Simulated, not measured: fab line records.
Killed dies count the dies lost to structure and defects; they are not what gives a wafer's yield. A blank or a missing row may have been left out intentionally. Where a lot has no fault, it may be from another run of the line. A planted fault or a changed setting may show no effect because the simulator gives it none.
fab line records	flow sky130
record: lots: 24	wafers: 72	lastDay: 50
route steps=708 shown FIELD_ISO@14 LDD_P@265 CONTACT@420 CAPM@551
lots that met no fault: from a run of the same line without faults
startH: start of the lot's first displayed wafer, in hours after the record's first day	waitH: hours since the lot's step before	" identical to the entry in the row above	L1.1+2: a row that stands for several wafers	- no value present, or no start provided	* or withheld: withheld	< > ~ a bound
route shown NAME@n: names a module that has steps shown in the file, with the first one's number in the route	usual: average and standard deviation across the fault-free wafers	same: alike in all rows	chamber/n: place in a boat	sites: each site's reading	_std_site: standard deviation across them	_edge_site: the outer-site mean with the inner-site mean subtracted	radiusMm: how far each site lies from the wafer's centre	mask NAME#n: copy n	behind: the most recent tool/chamber to have shaped the wafer	hold: cause of the lot's hold/its duration in hours/its outcome	device: transistor that didn't switch, given as n, p or np	end of line: the same wafers' tests at the end of the route	for a step that has no rows: nothing shown but its recipe	killed: not the wafer's yield, but the dies lost to structure and defects at the first sort	map: dies across one wafer; x = killed, . = not, _ = none there
set.NAME: the run value of the setting; set.NAME@STEP: its run value at that earlier step	model.NAME: the simulator's own value behind a step, which no gauge read
steps of the route over a sample of lots; a table a step, a row a wafer
services: when a tool's chamber went out of use (startH, in hours from the record's first day, below 0 if earlier), for how many hours, and the reason
== steps ==
step: SKY_FIELD_ISO_CD_MEAS_13
recipe: targetCdNm: 150
usual: cdNm: 149.4/1.3
lot.wafer	tool	chamber	startH	waitH	cdNm
L074.1	cdSem-01	-	28.86	-	148.2
L074.4	"	-	"	"	150.6
L074.5	"	-	"	"	148.5
L075.4	cdSem-02	-	33.10	-	149.0
L075.5	"	-	"	"	149.5
L075.6	"	-	"	"	148.2
L076.2	cdSem-02	-	39.00	-	150.8
L076.4	"	-	"	"	149.5
L076.6	"	-	"	"	151.2
L077.2	cdSem-01	-	43.93	-	150.1
L077.3	"	-	"	"	151.5
L077.4	"	-	"	"	149.6
L078.1	cdSem-01	-	48.84	-	148.8
L078.2	"	-	"	"	149.2
L078.6	"	-	"	"	150.4
L079.1	cdSem-02	-	55.57	-	150.8
L079.3	"	-	"	"	149.6
L079.6	"	-	"	"	150.4
L080.1	cdSem-01	-	62.79	-	147.6
L080.3	"	-	"	"	148.4
L080.4	"	-	"	"	147.2
L081.2	cdSem-02	-	65.93	-	147.1
L081.3	"	-	"	"	147.5
L081.6	"	-	"	"	147.0
L082.1	cdSem-01	-	70.71	-	149.1
L082.2	"	-	"	"	147.3
L082.3	"	-	"	"	148.6
L083.1	cdSem-01	-	76.61	-	147.4
L083.3	"	-	"	"	147.4
L083.6	"	-	"	"	147.6
L084.1	cdSem-01	-	79.24	-	149.3
L084.3	"	-	"	"	150.9
L084.6	"	-	"	"	151.0
L085.1	cdSem-02	-	88.19	-	149.3
L085.5	"	-	"	"	148.9
L085.6	"	-	"	"	149.3
L086.2	cdSem-01	-	91.13	-	148.9
L086.3	"	-	"	"	149.9
L086.5	"	-	"	"	150.3
L087.1	cdSem-02	-	97.41	-	151.0
L087.4	"	-	"	"	148.8
L087.6	"	-	"	"	151.4
L088.4	cdSem-02	-	107.67	-	151.6
L088.5	"	-	"	"	151.9
L088.6	"	-	"	"	151.0
L089.1	cdSem-02	-	109.19	-	151.1
L089.3	"	-	"	"	150.6
L089.6	"	-	"	"	150.4
L090.1	cdSem-02	-	111.36	-	150.2
L090.2	"	-	"	"	148.9
L090.5	"	-	"	"	149.1
L091.1	cdSem-02	-	115.91	-	148.2
L091.3	"	-	"	"	147.0
L091.6	"	-	"	"	149.3
L092.2	cdSem-01	-	121.16	-	150.8
L092.4	"	-	"	"	151.5
L092.6	"	-	"	"	151.1
L093.2	cdSem-01	-	156.01	-	150.9
L093.4	"	-	"	"	150.8
L093.6	"	-	"	"	149.1
L094.2	cdSem-01	-	156.66	-	147.6
L094.3	"	-	"	"	148.6
L094.4	"	-	"	"	148.2
L096.1	cdSem-01	-	157.14	-	148.8
L096.2	"	-	"	"	149.4
L096.5	"	-	"	"	151.5
L097.1	cdSem-02	-	157.14	-	147.2
L097.5	"	-	"	"	148.2
L097.6	"	-	"	"	149.1
L095.1	cdSem-01	-	157.31	-	149.0
L095.3	"	-	"	"	149.2
L095.5	"	-	"	"	149.5
step: SKY_FIELD_ISO_ETCH_15
recipe: chemistry: CHF3/O2	targetDepthNm: 180	stopOn: Si	sourceW: 600	biasW: 200	pressureMtorr: 40	chf3FlowSccm: 50	O2_flow_sccm: 5	timeS: 72
usual: drypumpMotorCurrentA: 5.5/0.44	oesProductAu: 0.945/0.0078	throttleValvePct: 8.843/0.0094
lot.wafer	tool	chamber	startH	waitH	drypumpMotorCurrentA	oesProductAu	rfHoursCounterH	throttleValvePct
L074.1	rieDiel-01	1	29.02	0.0	6.0	0.951	32	8.840
L074.4	"	2	"	"	6.2	0.946	24	8.833
L074.5	"	1	"	"	6.0	0.944	-	8.835
L075.4	rieDiel-03	2	33.20	0.0	5.4	0.942	171	8.839
L075.5	"	0	"	"	6.0	0.944	-	8.858
L075.6	"	1	"	"	5.8	0.945	-	8.848
L076.2	rieDiel-01	3	39.14	0.0	5.7	0.939	66	8.844
L076.4	"	3	"	"	5.7	0.958	-	8.843
L076.6	"	0	"	"	4.9	0.942	-	8.842
L077.2	rieDiel-04	3	44.07	0.0	5.2	0.951	125	8.847
L077.3	"	0	"	"	5.6	0.950	45	8.848
L077.4	"	1	"	"	4.8	0.946	139	8.846
L078.1	rieDiel-04	1	49.00	0.0	4.9	0.962	139	8.854
L078.2	"	2	"	"	5.7	0.947	64	8.848
L078.6	"	0	"	"	5.6	0.954	-	8.852
L079.1	rieDiel-04	2	55.73	0.0	5.8	0.950	64	8.852
L079.3	"	1	"	"	4.9	0.945	139	8.848
L079.6	"	2	"	"	5.7	0.948	-	8.839
L080.1	rieDiel-01	2	62.95	0.0	6.3	0.941	25	8.847
L080.3	"	0	"	"	4.9	0.938	33	8.836
L080.4	"	3	"	"	5.7	0.938	67	8.849
L081.2	rieDiel-01	3	66.07	0.0	5.7	0.938	67	8.840
L081.3	"	0	"	"	4.9	0.946	34	8.848
L081.6	"	0	"	"	4.9	0.943	-	8.855
L082.1	rieDiel-04	2	70.87	0.0	5.7	0.964	64	8.820
L082.2	"	3	"	"	5.2	0.956	125	8.846
L082.3	"	0	"	"	5.6	0.962	45	8.854
L083.1	rieDiel-01	2	76.77	0.0	6.3	0.944	25	8.843
L083.3	"	1	"	"	6.0	0.948	32	8.853
L083.6	"	2	"	"	6.2	0.934	-	8.837
L084.1	rieDiel-04	0	79.40	0.0	5.6	0.957	46	8.855
L084.3	"	1	"	"	4.9	0.949	140	8.848
L084.6	"	0	"	"	5.6	0.956	-	8.848
L085.1	rieDiel-04	3	88.35	0.0	5.2	0.945	126	8.847
L085.5	"	1	"	"	4.9	0.942	-	8.856
L085.6	"	0	"	"	5.6	0.944	-	8.848
L086.2	rieDiel-04	1	91.27	0.0	4.9	0.950	140	8.840
L086.3	"	3	"	"	5.2	0.946	126	8.833
L086.5	"	3	"	"	5.2	0.948	-	8.842
L087.1	rieDiel-01	3	97.57	0.0	5.7	0.940	67	8.844
L087.4	"	0	"	"	4.9	0.938	34	8.845
L087.6	"	0	"	"	4.9	0.935	-	8.847
L088.4	rieDiel-01	3	107.78	0.0	5.7	0.929	68	8.853
L088.5	"	0	"	"	4.9	0.948	-	8.857
L088.6	"	3	"	"	5.6	0.941	-	8.838
L089.1	rieDiel-03	2	109.35	0.0	5.4	0.933	0	8.839
L089.3	"	0	"	"	6.0	0.938	87	8.847
L089.6	"	0	"	"	6.0	0.946	-	8.844
L090.1	rieDiel-01	3	111.52	0.0	5.7	0.937	68	8.841
L090.2	"	2	"	"	6.3	0.937	26	8.827
L090.5	"	3	"	"	5.7	0.936	-	8.852
L091.1	rieDiel-03	2	116.07	0.0	5.4	0.944	1	8.844
L091.3	"	0	"	"	6.0	0.934	88	8.833
L091.6	"	3	"	"	4.9	0.933	-	8.829
L092.2	rieDiel-03	1	121.30	0.0	5.8	0.964	3	8.835
L092.4	"	3	"	"	4.9	0.952	0	8.856
L092.6	"	0	"	"	6.0	0.952	-	8.848
L093.2	rieDiel-04	3	156.15	0.0	5.2	0.935	126	8.843
L093.4	"	3	"	"	5.2	0.942	-	8.840
L093.6	"	2	"	"	5.8	0.937	-	8.843
L094.2	rieDiel-01	2	156.80	0.0	6.2	0.946	26	8.825
L094.3	"	3	"	"	5.7	0.945	69	8.858
L094.4	"	0	"	"	4.9	0.947	35	8.841
L096.1	rieDiel-04	0	157.30	0.0	5.6	0.945	47	8.837
L096.2	"	2	"	"	5.8	0.952	65	8.845
L096.5	"	0	"	"	5.6	0.940	-	8.844
L097.1	rieDiel-03	3	157.30	0.0	4.9	0.957	1	8.837
L097.5	"	1	"	"	5.8	0.938	-	8.838
L097.6	"	0	"	"	6.0	0.940	-	8.840
L095.1	rieDiel-01	2	157.47	0.0	6.2	0.941	26	8.852
L095.3	"	3	"	"	5.7	0.939	69	8.835
L095.5	"	2	"	"	6.2	0.938	-	8.838
step: SKY_LDD_P_STRIP_10
recipe: chemistry: O2/N2	powerW: 1400	pressureMtorr: 1500	platenTempC: withheld	o2FlowSccm: 3000	n2FlowSccm: 300	overashFraction: 0.5
usual: drypumpMotorCurrentA: 5.8/0.38	o2FlowSccm: 3000/8.3	oesProductAu: 0.715/0.0041	stripTimeToEndpointS: 14.21/0.036
same: overashFraction: 0.5
lot.wafer	tool	chamber	startH	waitH	drypumpMotorCurrentA	o2FlowSccm	oesProductAu	rfHoursCounterH	stripTimeToEndpointS
L074.1	plasmaAsher-02	0	417.88	0.1	6.3	3007	0.715	62	14.23
L074.4	"	1	"	"	5.7	2995	0.714	-	14.25
L074.5	"	1	"	"	5.7	2993	0.726	-	14.19
L075.4	plasmaAsher-04	0	422.10	0.1	6.0	2999	0.715	-	14.22
L075.5	"	1	"	"	5.8	3002	0.708	-	14.20
L075.6	"	0	"	"	6.0	3001	0.713	-	14.23
L076.2	plasmaAsher-04	1	440.17	0.1	5.8	3007	0.717	72	14.17
L076.4	"	1	"	"	5.8	3001	0.718	-	14.18
L076.6	"	1	"	"	5.8	3009	0.710	-	14.22
L077.2	plasmaAsher-04	0	445.58	0.1	6.0	2998	0.713	73	14.19
L077.3	"	1	"	"	5.8	3001	0.716	-	14.20
L077.4	"	0	"	"	6.0	2998	0.717	-	14.20
L078.1	plasmaAsher-03	1	454.12	0.1	5.7	2990	0.715	2	14.23
L078.2	"	0	"	"	5.0	2999	0.719	2	14.28
L078.6	"	1	"	"	5.7	3005	0.714	-	14.23
L079.1	plasmaAsher-02	0	472.97	0.1	6.4	2999	0.713	67	14.22
L079.3	"	0	"	"	6.4	2995	0.717	-	14.19
L079.6	"	1	"	"	5.7	2984	0.726	-	14.18
L080.1	plasmaAsher-03	0	484.72	0.1	5.1	2995	0.716	5	14.14
L080.3	"	1	"	"	5.7	2998	0.712	-	14.20
L080.4	"	0	"	"	5.0	3010	0.713	-	14.20
L081.2	plasmaAsher-04	0	486.58	0.1	6.0	3014	0.724	77	14.23
L081.3	"	0	"	"	6.0	3000	0.715	-	14.20
L081.6	"	0	"	"	6.0	3007	0.718	-	14.23
L082.1	plasmaAsher-04	0	502.74	0.1	6.0	3009	0.715	79	14.19
L082.2	"	1	"	"	5.8	2998	0.714	79	14.20
L082.3	"	1	"	"	5.8	2990	0.714	-	14.21
L083.1	plasmaAsher-04	0	503.39	0.1	6.0	3007	0.718	79	14.16
L083.3	"	0	"	"	6.0	3005	0.721	-	14.16
L083.6	"	0	"	"	6.0	3000	0.720	-	14.18
L084.1	plasmaAsher-04	1	517.68	0.1	5.8	3003	0.712	80	14.18
L084.3	"	0	"	"	6.0	3007	0.710	-	14.19
L084.6	"	1	"	"	5.8	3008	0.718	-	14.19
L086.2	plasmaAsher-03	0	531.02	0.1	5.1	3008	0.715	10	14.23
L086.3	"	1	"	"	5.7	3019	0.715	-	14.25
L086.5	"	0	"	"	5.1	3009	0.716	-	14.22
L085.1	plasmaAsher-03	0	533.02	0.1	5.1	2999	0.719	10	14.21
L085.5	"	1	"	"	5.7	3005	0.713	-	14.17
L085.6	"	0	"	"	5.0	3002	0.710	-	14.22
L087.1	plasmaAsher-02	0	542.19	0.1	6.4	3009	0.710	74	14.21
L087.4	"	0	"	"	6.3	3012	0.718	-	14.18
L087.6	"	0	"	"	6.4	3017	0.716	-	14.24
L088.4	plasmaAsher-03	0	557.35	0.1	5.0	2990	0.715	-	14.24
L088.5	"	0	"	"	5.1	2998	0.718	-	14.21
L088.6	"	1	"	"	5.7	3009	0.712	-	14.19
L089.1	plasmaAsher-02	0	559.84	0.1	6.3	3006	0.717	76	14.22
L089.3	"	1	"	"	5.7	2987	0.715	-	14.30
L089.6	"	1	"	"	5.7	3005	0.715	-	14.29
L090.1	plasmaAsher-03	1	565.44	0.1	5.7	2991	0.715	13	14.21
L090.2	"	0	"	"	5.0	3001	0.716	13	14.25
L090.5	"	1	"	"	5.7	3010	0.710	-	14.23
L091.1	plasmaAsher-04	0	575.78	0.1	6.0	2991	0.715	86	14.14
L091.3	"	1	"	"	5.8	2999	0.715	-	14.19
L091.6	"	1	"	"	5.8	3006	0.720	-	14.21
L092.2	plasmaAsher-04	1	584.37	0.1	5.9	3011	0.717	86	14.14
L092.4	"	1	"	"	5.9	3002	0.714	-	14.13
L092.6	"	0	"	"	6.0	2995	0.712	-	14.16
L093.2	plasmaAsher-02	0	636.83	0.1	6.4	3003	0.720	84	14.15
L093.4	"	0	"	"	6.3	2988	0.716	-	14.18
L093.6	"	0	"	"	6.4	2991	0.717	-	14.22
L097.1	plasmaAsher-03	0	639.45	0.1	5.0	3001	0.719	20	14.23
L097.5	"	1	"	"	5.7	2995	0.713	-	14.19
L097.6	"	0	"	"	5.1	2997	0.721	-	14.22
L094.2	plasmaAsher-02	1	640.32	0.1	5.7	3000	0.715	84	14.22
L094.3	"	1	"	"	5.7	2987	0.720	-	14.24
L094.4	"	0	"	"	6.3	3001	0.723	-	14.24
L096.1	plasmaAsher-04	0	643.88	0.1	6.0	2991	0.711	93	14.25
L096.2	"	1	"	"	5.8	2999	0.724	93	14.23
L096.5	"	0	"	"	6.0	2995	0.716	-	14.15
L095.1	plasmaAsher-02	0	645.79	0.1	6.3	2986	0.717	84	14.26
L095.3	"	1	"	"	5.7	3000	0.710	-	14.28
L095.5	"	0	"	"	6.4	2986	0.715	-	14.21
step: SKY_CONTACT_CD_MEAS_14
recipe: targetCdNm: 170
usual: cdNm: 170.3/1.4
lot.wafer	tool	chamber	startH	waitH	cdNm
L074.1	cdSem-01	-	722.18	-	168.7
L074.4	"	-	"	"	169.0
L074.5	"	-	"	"	168.2
L075.4	cdSem-01	-	725.04	-	170.1
L075.5	"	-	"	"	170.9
L075.6	"	-	"	"	171.6
L076.2	cdSem-02	-	738.33	-	169.9
L076.4	"	-	"	"	169.1
L076.6	"	-	"	"	169.6
L077.2	cdSem-02	-	745.63	-	172.1
L077.3	"	-	"	"	171.1
L077.4	"	-	"	"	171.6
L078.1	cdSem-02	-	752.51	-	170.3
L078.2	"	-	"	"	169.2
L078.6	"	-	"	"	168.9
L079.1	cdSem-01	-	771.46	-	172.2
L079.3	"	-	"	"	173.9
L079.6	"	-	"	"	174.5
L080.1	cdSem-01	-	779.28	-	169.4
L080.3	"	-	"	"	169.0
L080.4	"	-	"	"	169.8
L081.2	cdSem-01	-	780.85	-	171.2
L081.3	"	-	"	"	171.9
L081.6	"	-	"	"	169.8
L082.1	cdSem-01	-	794.41	-	169.8
L082.2	"	-	"	"	170.3
L082.3	"	-	"	"	170.5
L083.1	cdSem-02	-	796.76	-	171.1
L083.3	"	-	"	"	171.6
L083.6	"	-	"	"	169.2
L084.1	cdSem-01	-	811.81	-	170.1
L084.3	"	-	"	"	169.1
L084.6	"	-	"	"	169.0
L086.2	cdSem-02	-	819.08	-	172.4
L086.3	"	-	"	"	172.6
L086.5	"	-	"	"	172.9
L085.1	cdSem-01	-	822.96	-	170.6
L085.5	"	-	"	"	169.3
L085.6	"	-	"	"	168.4
L087.1	cdSem-02	-	831.76	-	171.6
L087.4	"	-	"	"	171.7
L087.6	"	-	"	"	170.4
L088.4	cdSem-01	-	842.77	-	169.1
L088.5	"	-	"	"	171.3
L088.6	"	-	"	"	169.0
L089.1	cdSem-01	-	845.51	-	170.3
L089.3	"	-	"	"	171.5
L089.6	"	-	"	"	170.7
L090.1	cdSem-02	-	852.71	-	171.4
L090.2	"	-	"	"	173.1
L090.5	"	-	"	"	170.2
L091.1	cdSem-02	-	858.58	-	170.8
L091.3	"	-	"	"	169.9
L091.6	"	-	"	"	170.0
L092.2	cdSem-01	-	867.98	-	171.7
L092.4	"	-	"	"	170.3
L092.6	"	-	"	"	169.5
L093.2	cdSem-02	-	915.28	-	169.1
L093.4	"	-	"	"	170.1
L093.6	"	-	"	"	169.4
L097.1	cdSem-02	-	915.78	-	169.3
L097.5	"	-	"	"	169.2
L097.6	"	-	"	"	170.5
L094.2	cdSem-02	-	917.73	-	169.9
L094.3	"	-	"	"	169.1
L094.4	"	-	"	"	169.9
L096.1	cdSem-01	-	919.16	-	171.5
L096.2	"	-	"	"	172.6
L096.5	"	-	"	"	172.4
L095.1	cdSem-02	-	921.46	-	167.8
L095.3	"	-	"	"	169.3
L095.5	"	-	"	"	167.5
step: SKY_CONTACT_RS_MEAS_25
recipe: thkMeasGauge: four-point-probe	reads: W_of_CONTACT_CVD_24+TiN_of_CONTACT_SPUTTER_23
usual: CONTACT_W_RS: 0.340/0.0033
lot.wafer	tool	chamber	startH	waitH	CONTACT_W_RS[ohm/sq]
L074.1	filmMetro-03	-	723.23	0.1	0.334
L074.4	"	-	"	"	0.340
L074.5	"	-	"	"	0.336
L075.4	filmMetro-04	-	726.12	0.1	0.337
L075.5	"	-	"	"	0.338
L075.6	"	-	"	"	0.335
L076.2	filmMetro-03	-	739.39	0.1	0.346
L076.4	"	-	"	"	0.346
L076.6	"	-	"	"	0.337
L077.2	filmMetro-04	-	746.72	0.1	0.340
L077.3	"	-	"	"	0.347
L077.4	"	-	"	"	0.341
L078.1	filmMetro-02	-	753.61	0.1	0.335
L078.2	"	-	"	"	0.335
L078.6	"	-	"	"	0.341
L079.1	filmMetro-03	-	772.55	0.1	0.340
L079.3	"	-	"	"	0.341
L079.6	"	-	"	"	0.339
L080.1	filmMetro-04	-	780.37	0.1	0.346
L080.3	"	-	"	"	0.346
L080.4	"	-	"	"	0.342
L081.2	filmMetro-04	-	781.90	0.1	0.337
L081.3	"	-	"	"	0.337
L081.6	"	-	"	"	0.340
L082.1	filmMetro-04	-	795.47	0.1	0.337
L082.2	"	-	"	"	0.345
L082.3	"	-	"	"	0.332
L083.1	filmMetro-02	-	797.84	0.1	0.335
L083.3	"	-	"	"	0.341
L083.6	"	-	"	"	0.341
L084.1	filmMetro-04	-	812.90	0.1	0.346
L084.3	"	-	"	"	0.336
L084.6	"	-	"	"	0.346
L086.2	filmMetro-04	-	820.13	0.1	0.339
L086.3	"	-	"	"	0.337
L086.5	"	-	"	"	0.336
L085.1	filmMetro-02	-	824.08	0.1	0.340
L085.5	"	-	"	"	0.339
L085.6	"	-	"	"	0.343
L087.1	filmMetro-04	-	832.90	0.1	0.339
L087.4	"	-	"	"	0.337
L087.6	"	-	"	"	0.341
L088.4	filmMetro-04	-	843.86	0.1	0.340
L088.5	"	-	"	"	0.339
L088.6	"	-	"	"	0.341
L089.1	filmMetro-03	-	846.59	0.1	0.337
L089.3	"	-	"	"	0.338
L089.6	"	-	"	"	0.342
L090.1	filmMetro-03	-	853.81	0.1	0.344
L090.2	"	-	"	"	0.345
L090.5	"	-	"	"	0.338
L091.1	filmMetro-03	-	859.75	0.2	0.337
L091.3	"	-	"	"	0.340
L091.6	"	-	"	"	0.341
L092.2	filmMetro-03	-	869.03	0.1	0.338
L092.4	"	-	"	"	0.337
L092.6	"	-	"	"	0.340
L093.2	filmMetro-03	-	916.36	0.1	0.338
L093.4	"	-	"	"	0.340
L093.6	"	-	"	"	0.339
L097.1	filmMetro-04	-	916.87	0.1	0.338
L097.5	"	-	"	"	0.341
L097.6	"	-	"	"	0.344
L094.2	filmMetro-03	-	918.79	0.1	0.342
L094.3	"	-	"	"	0.339
L094.4	"	-	"	"	0.343
L096.1	filmMetro-04	-	920.21	0.1	0.343
L096.2	"	-	"	"	0.348
L096.5	"	-	"	"	0.346
L095.1	filmMetro-03	-	922.52	0.1	0.341
L095.3	"	-	"	"	0.339
L095.5	"	-	"	"	0.337
step: SKY_CAPM_STRIP_14
recipe: chemistry: O2/N2	powerW: 1400	pressureMtorr: 1500	platenTempC: withheld	o2FlowSccm: 3000	n2FlowSccm: 300	overashFraction: 0.5
usual: drypumpMotorCurrentA: 5.8/0.41	o2FlowSccm: 3000/9.1	oesProductAu: 0.710/0.0049	stripTimeToEndpointS: 12.65/0.046
same: overashFraction: 0.5
lot.wafer	tool	chamber	startH	waitH	drypumpMotorCurrentA	o2FlowSccm	oesProductAu	rfHoursCounterH	stripTimeToEndpointS
L074.1	plasmaAsher-01	1	864.08	0.1	5.8	2990	0.723	75	12.70
L074.4	"	0	"	"	5.0	2999	0.711	-	12.68
L074.5	"	0	"	"	5.0	3002	0.706	-	12.62
L075.4	plasmaAsher-01	0	867.32	0.1	5.0	3005	0.715	-	12.68
L075.5	"	1	"	"	5.8	3002	0.717	-	12.71
L075.6	"	0	"	"	5.0	3010	0.719	-	12.67
L076.2	plasmaAsher-04	0	877.95	0.1	6.0	3003	0.706	9	12.68
L076.4	"	0	"	"	6.0	3005	0.710	-	12.70
L076.6	"	1	"	"	5.7	2997	0.705	-	12.69
L077.2	plasmaAsher-01	1	886.44	0.1	5.8	3005	0.710	77	12.68
L077.3	"	0	"	"	5.0	3004	0.714	-	12.71
L077.4	"	1	"	"	5.8	3011	0.705	-	12.68
L078.1	plasmaAsher-04	0	891.78	0.1	6.0	2997	0.706	11	12.61
L078.2	"	1	"	"	5.8	2992	0.705	11	12.67
L078.6	"	1	"	"	5.8	2991	0.704	-	12.63
L079.1	plasmaAsher-01	1	912.64	0.1	5.8	2999	0.710	80	12.61
L079.3	"	0	"	"	5.0	3015	0.713	-	12.61
L079.6	"	0	"	"	5.0	3002	0.705	-	12.61
L080.1	plasmaAsher-01	0	917.43	0.1	5.0	2996	0.717	81	12.62
L080.3	"	0	"	"	5.0	2992	0.716	-	12.62
L080.4	"	1	"	"	5.8	2999	0.709	-	12.68
L081.2	plasmaAsher-02	0	918.64	0.1	6.4	3017	0.708	114	12.61
L081.3	"	1	"	"	5.7	2986	0.705	-	12.63
L081.6	"	1	"	"	5.7	2995	0.715	-	12.66
L082.1	plasmaAsher-01	0	931.63	0.1	5.0	2999	0.705	82	12.66
L082.2	"	1	"	"	5.8	2999	0.716	82	12.72
L082.3	"	0	"	"	5.0	2997	0.704	-	12.67
L083.1	plasmaAsher-01	0	936.43	0.1	5.0	2994	0.711	83	12.63
L083.3	"	1	"	"	5.8	3008	0.706	-	12.66
L083.6	"	1	"	"	5.8	3013	0.710	-	12.63
L084.1	plasmaAsher-02	0	951.35	0.1	6.3	3000	0.711	117	12.55
L084.3	"	0	"	"	6.3	2985	0.721	-	12.59
L084.6	"	0	"	"	6.3	3002	0.717	-	12.58
L086.2	plasmaAsher-02	1	955.34	0.1	5.7	3014	0.703	117	12.68
L086.3	"	1	"	"	5.7	3005	0.711	-	12.58
L086.5	"	1	"	"	5.7	3000	0.708	-	12.64
L085.1	plasmaAsher-02	0	958.55	0.1	6.3	2983	0.710	118	12.57
L085.5	"	0	"	"	6.3	3000	0.707	-	12.59
L085.6	"	1	"	"	5.7	2999	0.711	-	12.53
L087.1	plasmaAsher-04	0	967.73	0.1	6.0	3011	0.709	17	12.64
L087.4	"	1	"	"	5.7	3001	0.711	-	12.65
L087.6	"	1	"	"	5.7	2989	0.710	-	12.66
L088.4	plasmaAsher-04	1	977.09	0.1	5.8	2997	0.711	-	12.61
L088.5	"	0	"	"	6.0	2995	0.712	-	12.72
L088.6	"	1	"	"	5.8	2997	0.701	-	12.61
L089.1	plasmaAsher-02	1	979.28	0.1	5.7	2992	0.714	120	12.75
L089.3	"	1	"	"	5.7	2990	0.708	-	12.73
L089.6	"	1	"	"	5.7	2990	0.708	-	12.73
L090.1	plasmaAsher-04	0	987.38	0.1	6.0	2992	0.704	19	12.62
L090.2	"	1	"	"	5.8	3016	0.718	19	12.72
L090.5	"	1	"	"	5.8	3010	0.706	-	12.70
L091.1	plasmaAsher-01	0	991.88	0.1	5.0	2980	0.706	88	12.63
L091.3	"	1	"	"	5.8	3003	0.715	-	12.65
L091.6	"	0	"	"	5.0	3005	0.707	-	12.64
L092.2	plasmaAsher-04	1	999.78	0.1	5.8	2993	0.716	20	12.60
L092.4	"	1	"	"	5.7	2992	0.718	-	12.59
L092.6	"	1	"	"	5.8	2996	0.711	-	12.63
L093.2	plasmaAsher-02	0	1043.93	0.1	6.4	2994	0.702	126	12.66
L093.4	"	0	"	"	6.4	3002	0.712	-	12.66
L093.6	"	1	"	"	5.7	3006	0.703	-	12.65
L097.1	plasmaAsher-04	0	1044.74	0.1	6.0	2992	0.709	25	12.69
L097.5	"	0	"	"	6.0	3018	0.705	-	12.65
L097.6	"	1	"	"	5.8	2992	0.715	-	12.69
L094.2	plasmaAsher-02	0	1045.38	0.1	6.3	3002	0.713	127	12.61
L094.3	"	1	"	"	5.6	3010	0.717	-	12.64
L094.4	"	0	"	"	6.4	3006	0.706	-	12.54
L096.1	plasmaAsher-04	0	1046.58	0.1	6.0	2990	0.708	25	12.74
L096.2	"	1	"	"	5.7	2999	0.704	25	12.65
L096.5	"	1	"	"	5.8	2988	0.700	-	12.67
L095.1	plasmaAsher-04	1	1048.34	0.1	5.7	2979	0.707	25	12.71
L095.3	"	0	"	"	6.0	2999	0.715	-	12.63
L095.5	"	1	"	"	5.7	2978	0.715	-	12.66
== services ==
tool	chamber	startH	hours	kind
rieDiel-01	2	30.18	13.1	repair
rieDiel-01	1	50.30	5.8	repair
rieDiel-01	3	52.81	5.2	repair
plasmaAsher-02	-	81.68	8.0	repair
plasmaAsher-04	-	91.27	7.8	repair
plasmaAsher-04	-	151.21	10.0	pm
plasmaAsher-04	-	166.19	9.6	repair
plasmaAsher-04	-	257.61	9.2	repair
plasmaAsher-02	-	524.82	5.3	repair
plasmaAsher-04	-	576.53	2.8	repair
plasmaAsher-02	-	671.01	5.6	repair
plasmaAsher-04	-	733.75	9.0	pm
plasmaAsher-04	-	747.99	0.4	repair
plasmaAsher-04	-	764.22	29.1	pm
plasmaAsher-04	-	793.30	14.6	pm
plasmaAsher-04	-	874.93	2.8	pm
plasmaAsher-04	-	886.86	0.9	repair
plasmaAsher-04	-	887.14	0.8	repair
plasmaAsher-04	-	896.30	5.5	repair
plasmaAsher-02	-	931.70	6.1	repair
plasmaAsher-02	-	935.13	2.8	repair
plasmaAsher-04	-	936.10	0.7	repair
plasmaAsher-04	-	958.26	5.8	repair
plasmaAsher-02	-	1009.84	1.0	repair
== key ==
fault none
